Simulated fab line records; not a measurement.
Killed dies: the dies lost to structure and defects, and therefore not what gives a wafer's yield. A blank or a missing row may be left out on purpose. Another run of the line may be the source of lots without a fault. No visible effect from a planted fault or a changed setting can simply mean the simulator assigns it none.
Which tool was responsible? || flow gf180mcu || 14 lots, 42 wafers sampled, at 6 steps of a route of 602

== WHAT THE GAUGES READ, wafer by wafer ==
GF_V5_CD_MEAS_14: the cd target is 260 nm. Usual: 260.1 nm for cd-nm, sd 1.1.
{"lot": "L794", "measured": "day 27 03:08", "on": "cd-sem-01", "cd-nm (nm)": "258.6 257.5 259.3", "flag": ""}
{"lot": "L795", "measured": "day 27 13:19", "on": "cd-sem-02", "cd-nm (nm)": "259.6 260.9 260.0", "flag": ""}
{"lot": "L797", "measured": "day 28 05:08", "on": "cd-sem-01", "cd-nm (nm)": "259.4 259.9 260.8", "flag": ""}
{"lot": "L798", "measured": "day 28 20:25", "on": "cd-sem-01", "cd-nm (nm)": "260.5 260.2 258.3", "flag": ""}
{"lot": "L799", "measured": "day 29 08:22", "on": "cd-sem-02", "cd-nm (nm)": "260.6 260.5 262.0", "flag": ""}
{"lot": "L801", "measured": "day 29 13:03", "on": "cd-sem-02", "cd-nm (nm)": "260.5 260.5 260.0", "flag": ""}
{"lot": "L802", "measured": "day 30 03:34", "on": "cd-sem-01", "cd-nm (nm)": "259.5 260.0 260.3", "flag": ""}
{"lot": "L803", "measured": "day 30 08:55", "on": "cd-sem-02", "cd-nm (nm)": "262.3 261.9 260.9", "flag": ""}
{"lot": "L805", "measured": "day 30 17:16", "on": "cd-sem-01", "cd-nm (nm)": "261.0 261.4 258.3", "flag": ""}
{"lot": "L811", "measured": "day 32 06:56", "on": "cd-sem-01", "cd-nm (nm)": "258.9 259.0 259.4", "flag": ""}
{"lot": "L812", "measured": "day 32 10:31", "on": "cd-sem-01", "cd-nm (nm)": "260.6 261.1 262.3", "flag": ""}
{"lot": "L813", "measured": "day 32 17:31", "on": "cd-sem-01", "cd-nm (nm)": "260.8 260.3 260.4", "flag": ""}
{"lot": "L814", "measured": "day 32 21:55", "on": "cd-sem-02", "cd-nm (nm)": "258.2 259.7 259.2", "flag": ""}
{"lot": "L816", "measured": "day 33 09:26", "on": "cd-sem-02", "cd-nm (nm)": "258.6 258.7 257.9", "flag": ""}

GF_PASSIVATION_THK_MEAS_03. Usual: PASSIVATION_CVD_02_THK gives 701 nm (standard deviation 8.1).
{"lot": "L794", "measured": "day 28 01:50", "on": "film-metro-01", "PASSIVATION_CVD_02_THK (nm)": "689 708 714", "flag": ""}
{"lot": "L795", "measured": "day 28 11:35", "on": "film-metro-02", "PASSIVATION_CVD_02_THK (nm)": "702 704 708", "flag": ""}
{"lot": "L797", "measured": "day 29 03:29", "on": "film-metro-01", "PASSIVATION_CVD_02_THK (nm)": "706 698 713", "flag": ""}
{"lot": "L798", "measured": "day 29 18:05", "on": "film-metro-04", "PASSIVATION_CVD_02_THK (nm)": "698 690 705", "flag": ""}
{"lot": "L799", "measured": "day 30 06:32", "on": "film-metro-04", "PASSIVATION_CVD_02_THK (nm)": "706 706 711", "flag": ""}
{"lot": "L801", "measured": "day 30 10:58", "on": "film-metro-01", "PASSIVATION_CVD_02_THK (nm)": "697 708 708", "flag": ""}
{"lot": "L802", "measured": "day 31 01:11", "on": "film-metro-04", "PASSIVATION_CVD_02_THK (nm)": "694 697 701", "flag": ""}
{"lot": "L803", "measured": "day 31 05:31", "on": "film-metro-02", "PASSIVATION_CVD_02_THK (nm)": "694 709 715", "flag": ""}
{"lot": "L805", "measured": "day 31 14:01", "on": "film-metro-04", "PASSIVATION_CVD_02_THK (nm)": "703 696 710", "flag": ""}
{"lot": "L811", "measured": "day 33 01:45", "on": "film-metro-01", "PASSIVATION_CVD_02_THK (nm)": "692 940 708", "flag": "OFF"}
{"lot": "L812", "measured": "day 33 05:44", "on": "film-metro-01", "PASSIVATION_CVD_02_THK (nm)": "927 700 705", "flag": "OFF"}
{"lot": "L813", "measured": "day 33 12:43", "on": "film-metro-01", "PASSIVATION_CVD_02_THK (nm)": "690 689 706", "flag": ""}
{"lot": "L814", "measured": "day 33 16:35", "on": "film-metro-01", "PASSIVATION_CVD_02_THK (nm)": "685 684 684", "flag": ""}
{"lot": "L816", "measured": "day 34 03:43", "on": "film-metro-02", "PASSIVATION_CVD_02_THK (nm)": "693 693 703", "flag": ""}

GF_PASSIVATION_BOW_MEAS_14. Usual: PASSIVATION_BOW gives 138 um (standard deviation 10).
{"lot": "L794", "measured": "day 28 23:20", "on": "film-metro-04", "PASSIVATION_BOW (um)": "135 123 124", "flag": ""}
{"lot": "L795", "measured": "day 29 09:46", "on": "film-metro-02", "PASSIVATION_BOW (um)": "155 149 151", "flag": ""}
{"lot": "L797", "measured": "day 30 00:17", "on": "film-metro-04", "PASSIVATION_BOW (um)": "146 146 151", "flag": ""}
{"lot": "L798", "measured": "day 30 14:06", "on": "film-metro-02", "PASSIVATION_BOW (um)": "148 135 135", "flag": ""}
{"lot": "L799", "measured": "day 31 01:57", "on": "film-metro-01", "PASSIVATION_BOW (um)": "156 140 144", "flag": ""}
{"lot": "L801", "measured": "day 31 06:43", "on": "film-metro-02", "PASSIVATION_BOW (um)": "130 147 137", "flag": ""}
{"lot": "L802", "measured": "day 31 21:31", "on": "film-metro-02", "PASSIVATION_BOW (um)": "145 146 146", "flag": ""}
{"lot": "L803", "measured": "day 32 00:38", "on": "film-metro-04", "PASSIVATION_BOW (um)": "144 138 131", "flag": ""}
{"lot": "L805", "measured": "day 32 08:57", "on": "film-metro-01", "PASSIVATION_BOW (um)": "137 143 145", "flag": ""}
{"lot": "L811", "measured": "day 33 18:58", "on": "film-metro-01", "PASSIVATION_BOW (um)": "115 132 131", "flag": ""}
{"lot": "L812", "measured": "day 33 22:47", "on": "film-metro-02", "PASSIVATION_BOW (um)": "172 149 163", "flag": ""}
{"lot": "L813", "measured": "day 34 05:09", "on": "film-metro-04", "PASSIVATION_BOW (um)": "131 150 142", "flag": ""}
{"lot": "L814", "measured": "day 34 09:36", "on": "film-metro-01", "PASSIVATION_BOW (um)": "133 133 138", "flag": ""}
{"lot": "L816", "measured": "day 34 19:46", "on": "film-metro-04", "PASSIVATION_BOW (um)": "148 146 141", "flag": ""}

== WHICH TOOL RAN EACH LOT (tool, then ch and the chambers of the sampled wafers, then the start) ==
{"lot": "L794", "GF_TOP_METAL_SPUTTER_01": "pvd-sputter-02, day 27 04:45", "GF_PASSIVATION_CVD_02": "pecvd-01 ch 0,1, day 28 01:32", "GF_PASSIVATION_ETCH_11": "rie-diel-03 ch 2,3, day 28 21:26"}
{"lot": "L795", "GF_TOP_METAL_SPUTTER_01": "pvd-sputter-04, day 27 14:55", "GF_PASSIVATION_CVD_02": "pecvd-03 ch 0,1, day 28 11:16", "GF_PASSIVATION_ETCH_11": "rie-diel-02 ch 0,1,2, day 29 07:02"}
{"lot": "L797", "GF_TOP_METAL_SPUTTER_01": "pvd-sputter-04, day 28 06:46", "GF_PASSIVATION_CVD_02": "pecvd-03 ch 0,1, day 29 03:12", "GF_PASSIVATION_ETCH_11": "rie-diel-01 ch 0,1, day 29 22:25"}
{"lot": "L798", "GF_TOP_METAL_SPUTTER_01": "pvd-sputter-04, day 28 22:05", "GF_PASSIVATION_CVD_02": "pecvd-03 ch 1,2, day 29 17:49", "GF_PASSIVATION_ETCH_11": "rie-diel-03 ch 1,3, day 30 12:14"}
{"lot": "L799", "GF_TOP_METAL_SPUTTER_01": "pvd-sputter-02, day 29 10:00", "GF_PASSIVATION_CVD_02": "pecvd-03 ch 0,1, day 30 06:15", "GF_PASSIVATION_ETCH_11": "rie-diel-03 ch 2,3, day 31 00:05"}
{"lot": "L801", "GF_TOP_METAL_SPUTTER_01": "pvd-sputter-02, day 29 14:47", "GF_PASSIVATION_CVD_02": "pecvd-03 ch 0,1, day 30 10:40", "GF_PASSIVATION_ETCH_11": "rie-diel-01 ch 2,3, day 31 04:49"}
{"lot": "L802", "GF_TOP_METAL_SPUTTER_01": "pvd-sputter-04, day 30 05:17", "GF_PASSIVATION_CVD_02": "pecvd-04 ch 0,1,2, day 31 00:53", "GF_PASSIVATION_ETCH_11": "rie-diel-01 ch 1,2,3, day 31 18:53"}
{"lot": "L803", "GF_TOP_METAL_SPUTTER_01": "pvd-sputter-04, day 30 10:38", "GF_PASSIVATION_CVD_02": "pecvd-01 ch 0,2, day 31 05:13", "GF_PASSIVATION_ETCH_11": "rie-diel-03 ch 0,1,3, day 31 22:44"}
{"lot": "L805", "GF_TOP_METAL_SPUTTER_01": "pvd-sputter-04, day 30 19:04", "GF_PASSIVATION_CVD_02": "pecvd-03 ch 0,1, day 31 13:43", "GF_PASSIVATION_ETCH_11": "rie-diel-03 ch 1,3, day 32 07:05"}
{"lot": "L811", "GF_TOP_METAL_SPUTTER_01": "pvd-sputter-02, day 32 08:38", "GF_PASSIVATION_CVD_02": "pecvd-03 ch 0,1,2, day 33 01:27", "GF_PASSIVATION_ETCH_11": "rie-diel-03 ch 0,2, day 33 17:05"}
{"lot": "L812", "GF_TOP_METAL_SPUTTER_01": "pvd-sputter-01, day 32 12:22", "GF_PASSIVATION_CVD_02": "pecvd-03 ch 0,1,2, day 33 05:26", "GF_PASSIVATION_ETCH_11": "rie-diel-02 ch 1,3, day 33 20:53"}
{"lot": "L813", "GF_TOP_METAL_SPUTTER_01": "pvd-sputter-01, day 32 19:17", "GF_PASSIVATION_CVD_02": "pecvd-01 ch 0,1,2, day 33 12:26", "GF_PASSIVATION_ETCH_11": "rie-diel-01 ch 0,1,2, day 34 03:17"}
{"lot": "L814", "GF_TOP_METAL_SPUTTER_01": "pvd-sputter-01, day 32 23:34", "GF_PASSIVATION_CVD_02": "pecvd-04 ch 0,1,2, day 33 16:17", "GF_PASSIVATION_ETCH_11": "rie-diel-02 ch 0,1,2, day 34 07:44"}
{"lot": "L816", "GF_TOP_METAL_SPUTTER_01": "pvd-sputter-02, day 33 11:04", "GF_PASSIVATION_CVD_02": "pecvd-01 ch 0,1,2, day 34 03:25", "GF_PASSIVATION_ETCH_11": "rie-diel-01 ch 1,2,3, day 34 17:53"}
- GF_TOP_METAL_SPUTTER_01: material TiN, target thk 30 nm, time 25.67 s.
- GF_PASSIVATION_CVD_02: deposits Si3N4, target thk 700 nm, time 486.18 s.
- GF_PASSIVATION_ETCH_11: etches the open film in CF4/O2, stops on TiN, target depth 2040 nm, time 453.3 s.

== AS READ BY THE TOOLS THEMSELVES (means over the sampled wafers that have a number; for cases with no such wafer, the mark the record gives instead) ==
GF_TOP_METAL_SPUTTER_01. Usual: chamber-pressure-pa 0.3999 Pa, standard deviation 0.00078; throttle-valve-pct 29.3 %, standard deviation 1.1.
{"lot": "L794", "tool": "pvd-sputter-02", "chamber-pressure-pa (Pa)": 0.3998, "throttle-valve-pct (%)": 28.7, "flag": ""}
{"lot": "L795", "tool": "pvd-sputter-04", "chamber-pressure-pa (Pa)": 0.3991, "throttle-valve-pct (%)": 30.3, "flag": ""}
{"lot": "L797", "tool": "pvd-sputter-04", "chamber-pressure-pa (Pa)": 0.4003, "throttle-valve-pct (%)": 30.2, "flag": ""}
{"lot": "L798", "tool": "pvd-sputter-04", "chamber-pressure-pa (Pa)": 0.3998, "throttle-valve-pct (%)": 30.4, "flag": ""}
{"lot": "L799", "tool": "pvd-sputter-02", "chamber-pressure-pa (Pa)": 0.3990, "throttle-valve-pct (%)": 28.9, "flag": ""}
{"lot": "L801", "tool": "pvd-sputter-02", "chamber-pressure-pa (Pa)": 0.4001, "throttle-valve-pct (%)": 29.0, "flag": ""}
{"lot": "L802", "tool": "pvd-sputter-04", "chamber-pressure-pa (Pa)": 0.3998, "throttle-valve-pct (%)": 30.3, "flag": ""}
{"lot": "L803", "tool": "pvd-sputter-04", "chamber-pressure-pa (Pa)": 0.4004, "throttle-valve-pct (%)": 31.0, "flag": ""}
{"lot": "L805", "tool": "pvd-sputter-04", "chamber-pressure-pa (Pa)": 0.4005, "throttle-valve-pct (%)": 29.7, "flag": ""}
{"lot": "L811", "tool": "pvd-sputter-02", "chamber-pressure-pa (Pa)": 0.3998, "throttle-valve-pct (%)": 28.7, "flag": ""}
{"lot": "L812", "tool": "pvd-sputter-01", "chamber-pressure-pa (Pa)": 0.3997, "throttle-valve-pct (%)": 29.6, "flag": ""}
{"lot": "L813", "tool": "pvd-sputter-01", "chamber-pressure-pa (Pa)": 0.4003, "throttle-valve-pct (%)": 28.5, "flag": ""}
{"lot": "L814", "tool": "pvd-sputter-01", "chamber-pressure-pa (Pa)": 0.3994, "throttle-valve-pct (%)": 28.6, "flag": ""}
{"lot": "L816", "tool": "pvd-sputter-02", "chamber-pressure-pa (Pa)": 0.4001, "throttle-valve-pct (%)": 28.4, "flag": ""}

GF_PASSIVATION_CVD_02. Usual: 707 W for heater-power-w, sd 110.
{"lot": "L794", "tool": "pecvd-01", "heater-power-w (W)": 582, "flag": ""}
{"lot": "L795", "tool": "pecvd-03", "heater-power-w (W)": 684, "flag": ""}
{"lot": "L797", "tool": "pecvd-03", "heater-power-w (W)": 766, "flag": ""}
{"lot": "L798", "tool": "pecvd-03", "heater-power-w (W)": 717, "flag": ""}
{"lot": "L799", "tool": "pecvd-03", "heater-power-w (W)": 687, "flag": ""}
{"lot": "L801", "tool": "pecvd-03", "heater-power-w (W)": 759, "flag": ""}
{"lot": "L802", "tool": "pecvd-04", "heater-power-w (W)": 740, "flag": ""}
{"lot": "L803", "tool": "pecvd-01", "heater-power-w (W)": 717, "flag": ""}
{"lot": "L805", "tool": "pecvd-03", "heater-power-w (W)": 731, "flag": ""}
{"lot": "L811", "tool": "pecvd-03", "heater-power-w (W)": 702, "flag": ""}
{"lot": "L812", "tool": "pecvd-03", "heater-power-w (W)": 742, "flag": ""}
{"lot": "L813", "tool": "pecvd-01", "heater-power-w (W)": 650, "flag": ""}
{"lot": "L814", "tool": "pecvd-04", "heater-power-w (W)": 765, "flag": ""}
{"lot": "L816", "tool": "pecvd-01", "heater-power-w (W)": 637, "flag": ""}

GF_PASSIVATION_ETCH_11. Usual: chamber-pressure-mTorr 150.02 mTorr, standard deviation 0.15; drypump-motor-current-A 5.6 A, standard deviation 0.34; oes-product-au 0.989 a.u., standard deviation 0.0057; throttle-valve-pct 5.969 %, standard deviation 0.0096.
{"lot": "L794", "tool": "rie-diel-03", "chamber-pressure-mTorr (mTorr)": 149.92, "drypump-motor-current-A (A)": 5.6, "oes-product-au (a.u.)": 0.983, "throttle-valve-pct (%)": 5.972, "flag": ""}
{"lot": "L795", "tool": "rie-diel-02", "chamber-pressure-mTorr (mTorr)": 150.01, "drypump-motor-current-A (A)": 5.4, "oes-product-au (a.u.)": 0.989, "throttle-valve-pct (%)": 5.966, "flag": ""}
{"lot": "L797", "tool": "rie-diel-01", "chamber-pressure-mTorr (mTorr)": 149.99, "drypump-motor-current-A (A)": 5.7, "oes-product-au (a.u.)": 0.989, "throttle-valve-pct (%)": 5.969, "flag": ""}
{"lot": "L798", "tool": "rie-diel-03", "chamber-pressure-mTorr (mTorr)": 150.05, "drypump-motor-current-A (A)": 5.6, "oes-product-au (a.u.)": 0.986, "throttle-valve-pct (%)": 5.972, "flag": ""}
{"lot": "L799", "tool": "rie-diel-03", "chamber-pressure-mTorr (mTorr)": 150.12, "drypump-motor-current-A (A)": 5.5, "oes-product-au (a.u.)": 0.984, "throttle-valve-pct (%)": 5.966, "flag": ""}
{"lot": "L801", "tool": "rie-diel-01", "chamber-pressure-mTorr (mTorr)": 150.05, "drypump-motor-current-A (A)": 5.9, "oes-product-au (a.u.)": 0.987, "throttle-valve-pct (%)": 5.970, "flag": ""}
{"lot": "L802", "tool": "rie-diel-01", "chamber-pressure-mTorr (mTorr)": 150.08, "drypump-motor-current-A (A)": 5.9, "oes-product-au (a.u.)": 0.991, "throttle-valve-pct (%)": 5.966, "flag": ""}
{"lot": "L803", "tool": "rie-diel-03", "chamber-pressure-mTorr (mTorr)": 149.92, "drypump-motor-current-A (A)": 5.6, "oes-product-au (a.u.)": 0.992, "throttle-valve-pct (%)": 5.967, "flag": ""}
{"lot": "L805", "tool": "rie-diel-03", "chamber-pressure-mTorr (mTorr)": 150.20, "drypump-motor-current-A (A)": 5.7, "oes-product-au (a.u.)": 0.990, "throttle-valve-pct (%)": 5.979, "flag": ""}
{"lot": "L811", "tool": "rie-diel-03", "chamber-pressure-mTorr (mTorr)": 150.12, "drypump-motor-current-A (A)": 5.4, "oes-product-au (a.u.)": 0.980, "throttle-valve-pct (%)": 5.967, "flag": ""}
{"lot": "L812", "tool": "rie-diel-02", "chamber-pressure-mTorr (mTorr)": 150.04, "drypump-motor-current-A (A)": 5.7, "oes-product-au (a.u.)": 0.979, "throttle-valve-pct (%)": 5.970, "flag": ""}
{"lot": "L813", "tool": "rie-diel-01", "chamber-pressure-mTorr (mTorr)": 149.98, "drypump-motor-current-A (A)": 5.6, "oes-product-au (a.u.)": 0.992, "throttle-valve-pct (%)": 5.966, "flag": ""}
{"lot": "L814", "tool": "rie-diel-02", "chamber-pressure-mTorr (mTorr)": 149.99, "drypump-motor-current-A (A)": 5.4, "oes-product-au (a.u.)": 0.988, "throttle-valve-pct (%)": 5.971, "flag": ""}
{"lot": "L816", "tool": "rie-diel-01", "chamber-pressure-mTorr (mTorr)": 149.99, "drypump-motor-current-A (A)": 5.9, "oes-product-au (a.u.)": 0.988, "throttle-valve-pct (%)": 5.974, "flag": ""}

== THE ANSWER, worked out from the rows above alone ==
Rule: lot off if the mean of its wafers having a number is beyond 3 standard deviations from the usual mean. Also off: a lot with no number at a reading for which 4 or more lots have one. Where the step has rows for the other lots, those lots are counted as sound. After the gauges, taken in route order, come the tools' own readings; for these a lot's mean is taken, as printed above. The first step at which some lot is off is used, and at that step the reading that is off furthest; a lot without a number counts as furthest.
Off: at GF_PASSIVATION_THK_MEAS_03 (PASSIVATION_CVD_02_THK), L811, L812.
If a tool, at a process step before that reading, ran all the lots that are off and no sound lot after the first of them, it fits. The gauges at GF_PASSIVATION_THK_MEAS_03 are tried like those tools. One candidate fits, namely pecvd-03 at GF_PASSIVATION_CVD_02. A fault onset in the window from L805 (day 31 13:43, its last sound lot) to L811 (day 33 01:27, its first lot off) fits.

== WHAT THE SIMULATOR PUT IN ==
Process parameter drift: pecvd-03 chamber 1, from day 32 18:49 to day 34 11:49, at GF_PASSIVATION_CVD_02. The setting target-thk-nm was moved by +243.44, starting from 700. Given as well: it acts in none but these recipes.
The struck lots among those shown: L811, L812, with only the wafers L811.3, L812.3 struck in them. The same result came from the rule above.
